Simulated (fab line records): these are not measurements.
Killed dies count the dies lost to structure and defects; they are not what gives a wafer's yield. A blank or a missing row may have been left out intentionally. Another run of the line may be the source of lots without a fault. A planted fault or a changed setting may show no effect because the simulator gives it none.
fab line records	flow gf180mcu
[record] lots = 6	wafers = 18	last-day = 34
route steps=602 shown M1@319
lots that met no fault: from a run of the same line without faults
start-h: hours from the record's first day to the start of the lot's first wafer shown	wait-h: hours since the lot's step before	" the same as in the row above	L1.1+2: several wafers, shown together as one row	- no value present, or no start provided	* or withheld: withheld	< > ~ a bound
route shown NAME@n: names a module that has steps shown in the file, with the first one's number in the route	usual: mean/standard deviation taken from wafers without a fault	same: alike in all rows	chamber/n: place in a boat	sites: per-site readings	_std_site: their standard deviation	_edge_site: the outer-site mean with the inner-site mean subtracted	radius-mm: how far each site lies from the wafer's centre	mask NAME#n: copy n	behind: the most recent tool/chamber to have shaped the wafer	hold: cause of the lot's hold/its duration in hours/its outcome	device: which transistor (n, p or np) failed to switch	end of line: at the end of the route, the tests of the same wafers	step lacking rows: just its recipe	killed: not the wafer's yield, but the dies lost to structure and defects at the first sort	map: shows each die of a wafer: x if killed, . if not, _ if none is there
set.NAME: the setting as run; set.NAME@STEP: as run at that earlier step	model.NAME: the simulator's own value behind a step, which no gauge read
lots seen at some steps along the route; tables by step, rows by wafer
services: a tool's chamber out of use, with start hour (start-h, from the record's first day; less than 0 if before it), hours out, and reason
[[steps]]
[step GF_M1_SPUTTER_04]
[recipe] material = TiN	target-thk-nm = 50	power-w = 6500	time-s = 41.7	chamber-pressure-pa = 0.4
[usual] throttle-valve-pct = 29.5/0.78
lot.wafer	tool	chamber	start-h	wait-h	throttle-valve-pct
L119.1	pvd-sputter-03	-	425.07	0.0	29.4
L119.2	"	-	"	"	29.1
L119.6	"	-	"	"	28.9
L120.1	pvd-sputter-03	-	431.77	0.0	28.7
L120.4	"	-	"	"	29.3
L120.6	"	-	"	"	28.9
L121.1	pvd-sputter-03	-	437.20	0.0	29.2
L121.4	"	-	"	"	28.8
L121.5	"	-	"	"	29.1
L125.1	pvd-sputter-02	-	466.47	0.0	28.9
L125.2	"	-	"	"	29.2
L125.5	"	-	"	"	29.1
L133.1	pvd-sputter-03	-	535.17	0.0	29.5
L133.3	"	-	"	"	28.4
L133.4	"	-	"	"	29.0
L134.2	pvd-sputter-02	-	542.97	0.0	29.3
L134.4	"	-	"	"	31.2
L134.6	"	-	"	"	28.9
[step GF_M1_RS_MEAS_05]
[recipe] thk-meas-gauge = four-point-probe	reads = TiN_of_M1_SPUTTER_04+Ti_of_M1_SPUTTER_03+AlCu_of_M1_SPUTTER_02+TiN_of_M1_SPUTTER_01+Ti_of_M1_SPUTTER_00
[usual] M1_ALCU_RS = 0.0694/0.00087
lot.wafer	tool	chamber	start-h	wait-h	M1_ALCU_RS[ohm/sq]
L119.1	film-metro-04	-	425.11	0.0	0.0702
L119.2	"	-	"	"	0.0704
L119.6	"	-	"	"	0.0711
L120.1	film-metro-02	-	431.81	0.0	0.0696
L120.4	"	-	"	"	0.0697
L120.6	"	-	"	"	0.0701
L121.1	film-metro-02	-	437.24	0.0	0.0699
L121.4	"	-	"	"	0.0692
L121.5	"	-	"	"	0.0706
L125.1	film-metro-03	-	466.51	0.0	0.0684
L125.2	"	-	"	"	0.0686
L125.5	"	-	"	"	0.0692
L133.1	film-metro-03	-	535.21	0.0	0.0703
L133.3	"	-	"	"	0.0701
L133.4	"	-	"	"	0.0705
L134.2	film-metro-04	-	543.03	0.0	0.0688
L134.4	"	-	"	"	0.0687
L134.6	"	-	"	"	0.0683
[step GF_M1_THK_MEAS_06]
[recipe] thk-meas-gauge = xrf	reads = AlCu_of_M1_SPUTTER_02
[usual] M1_ALCU_THK = 443/6.7
lot.wafer	tool	chamber	start-h	wait-h	M1_ALCU_THK[nm]
L119.1	film-metro-04	-	425.23	0.1	439
L119.2	"	-	"	"	436
L119.6	"	-	"	"	432
L120.1	film-metro-02	-	431.93	0.1	441
L120.4	"	-	"	"	438
L120.6	"	-	"	"	435
L121.1	film-metro-02	-	437.36	0.1	436
L121.4	"	-	"	"	442
L121.5	"	-	"	"	431
L125.1	film-metro-03	-	466.63	0.1	453
L125.2	"	-	"	"	453
L125.5	"	-	"	"	445
L133.1	film-metro-03	-	535.33	0.1	436
L133.3	"	-	"	"	442
L133.4	"	-	"	"	439
L134.2	film-metro-04	-	543.14	0.1	450
L134.4	"	-	"	"	452
L134.6	"	-	"	"	451
[step GF_M1_DEHYDRATE_07]
[recipe] temp-c = 200	time-s = 60
[step GF_M1_HMDS_08]
[recipe] prime-time-s = 60	prime-temp-c = 120
[step GF_M1_COAT_09]
[recipe] resist = KrF	spin-rpm = withheld	resist-thk-nm = 1000
[step GF_M1_SOFTBAKE_10]
[recipe] temp-c = 130	time-s = 60	resist = KrF
[step GF_M1_EXPOSE_11]
[recipe] mask-id = Metal1	target-cd-nm = 230	na = 0.68	source-shape = conventional	sigma-outer = 0.6	dose-mj = 28
[step GF_M1_PEB_12]
[recipe] peb-temp-c = 135	peb-time-s = 90	resist = KrF
[step GF_M1_DEVELOP_13]
[recipe] develop-time-s = 60	dev-temp-c = 21
[step GF_M1_CD_MEAS_14]
[recipe] target-cd-nm = 230
[usual] cd-nm = 229.8/1.2
lot.wafer	tool	chamber	start-h	wait-h	cd-nm
L119.1	cd-sem-02	-	449.00	0.1	230.7
L119.2	"	-	"	"	230.0
L119.6	"	-	"	"	230.1
L120.1	cd-sem-02	-	456.63	0.1	230.0
L120.4	"	-	"	"	230.5
L120.6	"	-	"	"	231.4
L121.1	cd-sem-01	-	461.53	0.1	228.2
L121.4	"	-	"	"	228.4
L121.5	"	-	"	"	229.8
L125.1	cd-sem-02	-	489.98	0.1	230.1
L125.2	"	-	"	"	229.6
L125.5	"	-	"	"	231.0
L133.1	cd-sem-01	-	558.23	0.1	227.9
L133.3	"	-	"	"	227.1
L133.4	"	-	"	"	228.8
L134.2	cd-sem-01	-	565.81	0.1	231.3
L134.4	"	-	"	"	231.1
L134.6	"	-	"	"	229.2
[step GF_M1_OVL_MEAS_15]
[usual] M1_OVL = -1/5.9
lot.wafer	tool	chamber	start-h	wait-h	M1_OVL[nm]
L119.1	overlay-02	-	449.12	0.1	0
L119.2	"	-	"	"	0
L119.6	"	-	"	"	3
L120.1	overlay-01	-	456.75	0.1	8
L120.4	"	-	"	"	11
L120.6	"	-	"	"	-2
L121.1	overlay-01	-	461.65	0.1	-6
L121.4	"	-	"	"	-10
L121.5	"	-	"	"	-6
L125.1	overlay-02	-	490.10	0.1	0
L125.2	"	-	"	"	-7
L125.5	"	-	"	"	-3
L133.1	overlay-02	-	558.35	0.1	-3
L133.3	"	-	"	"	-6
L133.4	"	-	"	"	-4
L134.2	overlay-02	-	565.92	0.1	6
L134.4	"	-	"	"	6
L134.6	"	-	"	"	-1
[step GF_M1_METAL_ETCH_16]
[recipe] chemistry = Cl2/BCl3	mask-material = KrF	target-depth-nm = 627.5	stop-on = SiO2	pressure-mtorr = 8	icp-w = 800	bias-w = 140	Cl2_flow_sccm = 80	bcl3-flow-sccm = 40	time-s = 104.6
[usual] drypump-motor-current-A = 5.93/0.23	oes-product-au = 0.973/0.0071	rf-fwd-power-W = 796.2/2.7	throttle-valve-pct = 28.249/0.01
lot.wafer	tool	chamber	start-h	wait-h	drypump-motor-current-A	oes-product-au	rf-fwd-power-W	rf-hours-counter-h	throttle-valve-pct	model.M1.feature-depth-nm	model.etch.depth-nm	model.KrF_of_M1_COAT_09.thk-nm
L119.1	rie-metal-02	0	449.15	0.0	6.10	0.965	796.2	9	28.249	596.5	596.5	737.9
L119.2	"	1	"	"	5.98	0.973	798.0	10	28.238	596.6	596.6	727.7
L119.6	"	0	"	"	6.08	0.962	796.6	-	28.259	592.3	592.3	733.9
L120.1	rie-metal-02	1	456.78	0.0	5.98	0.972	792.1	10	28.268	600.9	600.9	727
L120.4	"	1	"	"	5.95	0.966	795.7	-	28.245	600.9	600.9	724.4
L120.6	"	1	"	"	5.96	0.969	793.3	-	28.242	598.1	598.1	723.1
L121.1	rie-metal-02	0	461.68	0.0	6.09	0.923	658.8	9	28.292	544	544	772.1
L121.4	"	0	"	"	6.09	0.918	665.7	-	28.327	540.9	540.9	772.8
L121.5	"	1	"	"	5.94	0.930	673.5	-	28.294	559.6	559.6	762
L125.1	rie-metal-02	0	490.13	0.0	6.08	0.908	665.2	10	28.320	535.2	535.2	770
L125.2	"	1	"	"	6.02	0.926	670.4	10	28.289	552	552	764.8
L125.5	"	1	"	"	5.96	0.931	668.4	-	28.310	551.3	551.3	764.6
L133.1	rie-metal-03	0	558.38	0.0	6.00	0.969	794.7	2	28.251	599.4	599.4	738.8
L133.3	"	0	"	"	5.99	0.971	798.3	-	28.257	599.5	599.5	733.3
L133.4	"	1	"	"	6.20	0.968	796.9	-	28.237	596.7	596.7	732.1
L134.2	rie-metal-02	0	565.95	0.0	6.09	0.987	796.8	0	28.222	606.6	606.6	737.7
L134.4	"	0	"	"	6.10	0.976	795.7	-	28.240	606.6	606.6	740.8
L134.6	"	1	"	"	5.94	0.973	799.1	-	28.241	609	609	734.3
[step GF_M1_STRIP_17]
[recipe] chemistry = O2/N2	power-w = 1400	pressure-mtorr = 1500	platen-temp-c = 250	o2-flow-sccm = 3000	n2-flow-sccm = 300	overash-fraction = 0.5
[usual] drypump-motor-current-A = 5.8/0.49	heater-power-w = 358/44	o2-flow-sccm = 3000/8.6	oes-product-au = 0.557/0.0051	strip-time-to-endpoint-s = 7.85/0.049
lot.wafer	tool	chamber	start-h	wait-h	drypump-motor-current-A	heater-power-w	o2-flow-sccm	oes-product-au	rf-hours-counter-h	strip-time-to-endpoint-s
L119.1	plasma-asher-02	0	449.26	0.1	5.9	363	2980	0.553	68	7.91
L119.2	"	1	"	"	5.7	337	2986	0.548	68	7.79
L119.6	"	1	"	"	5.7	324	2988	0.552	-	7.86
L120.1	plasma-asher-02	0	456.90	0.1	5.9	365	3006	0.558	69	7.80
L120.4	"	0	"	"	5.9	358	2995	0.555	-	7.77
L120.6	"	0	"	"	5.9	365	2988	0.550	-	7.77
L121.1	plasma-asher-01	1	461.80	0.1	6.0	318	2993	0.569	81	8.23
L121.4	"	1	"	"	6.0	314	3004	0.569	-	8.24
L121.5	"	0	"	"	6.7	413	3011	0.568	-	8.13
L125.1	plasma-asher-04	1	490.24	0.1	5.2	436	2993	0.569	6	8.21
L125.2	"	0	"	"	5.0	302	3011	0.570	6	8.16
L125.5	"	1	"	"	5.2	437	3005	0.573	-	8.16
L133.1	plasma-asher-01	1	558.49	0.1	6.0	326	2996	0.555	91	7.92
L133.3	"	0	"	"	6.6	429	2989	0.559	-	7.86
L133.4	"	1	"	"	6.0	324	3001	0.562	-	7.86
L134.2	plasma-asher-01	0	566.06	0.1	6.7	410	3024	0.548	92	7.90
L134.4	"	1	"	"	6.0	320	2995	0.561	-	7.93
L134.6	"	0	"	"	6.6	410	3015	0.555	-	7.88
[step GF_M1_STRIP_18]
[recipe] chemistry = post-etch-residue-remover	time-s = 1200	temp-c = 72.5
[[services]]
tool	chamber	start-h	hours	kind
plasma-asher-04	-	421.25	9.0	pm
plasma-asher-04	0	421.25	9.0	vent-cycle
plasma-asher-04	1	421.25	9.0	vent-cycle
pvd-sputter-02	-	430.06	6.2	repair
plasma-asher-04	0	430.25	-	clean
plasma-asher-04	1	430.25	-	clean
pvd-sputter-02	0	460.51	-	consumable-replace:kit
pvd-sputter-02	0	460.51	18.0	scheduled-down
pvd-sputter-02	0	460.51	18.0	vent-cycle
rie-metal-03	0	468.32	-	clean
rie-metal-03	0	468.32	15.9	scheduled-down
rie-metal-03	0	468.32	15.9	vent-cycle
plasma-asher-02	-	472.44	1.8	repair
rie-metal-03	1	487.91	7.5	repair
rie-metal-02	1	490.25	-	clean
rie-metal-02	1	490.25	10.0	scheduled-down
rie-metal-02	1	490.25	10.0	vent-cycle
plasma-asher-04	-	491.10	2.8	pm
plasma-asher-04	-	494.74	0.9	repair
pvd-sputter-02	-	524.51	4.8	repair
rie-metal-03	1	535.55	4.1	repair
rie-metal-02	0	542.60	-	clean
rie-metal-02	0	542.60	16.2	scheduled-down
rie-metal-02	0	542.60	16.2	vent-cycle
[[key]]
[first-sign] step = GF_M1_METAL_ETCH_16	reading = rf-fwd-power-W	direction = down	sigmas = 48	usual = 796.2	struck = 667.0
[effect] step = GF_M1_METAL_ETCH_16	reading = oes-product-au	direction = down	sigmas = 7.1	usual = 0.973	struck = 0.923
[effect] step = GF_M1_STRIP_17	reading = strip-time-to-endpoint-s	direction = up	sigmas = 6.9	usual = *	struck = *
[model-effect] step = GF_M1_METAL_ETCH_16	value = M1.feature-depth-nm	without = 603.9	struck = 547.2
[model-effect] step = GF_PASSIVATION_PROBE_99	value = etest.gate-to-diffusion-comb.over-limit	without = 0	struck = 1
met-at GF_M1_METAL_ETCH_16
struck-wafers L121.1,L121.4,L121.5,L125.1,L125.2,L125.5
sort-left-out L121.1,L121.4,L121.5,L125.1,L125.2,L125.5
onset-between 456.78 461.68
[fault] kind = process-parameter-drift	tool = rie-metal-02	chamber = -	onset-h = 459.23	steps = GF_M1_METAL_ETCH_16	channel = icp-w	offset = -128	shape = step	end-h = 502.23	acts-in = these-recipes-only	stated = 800
// sort-left-out: the simulated sort isn't trusted on such a fault, so these wafers' sort isn't shown, and their yield isn't known
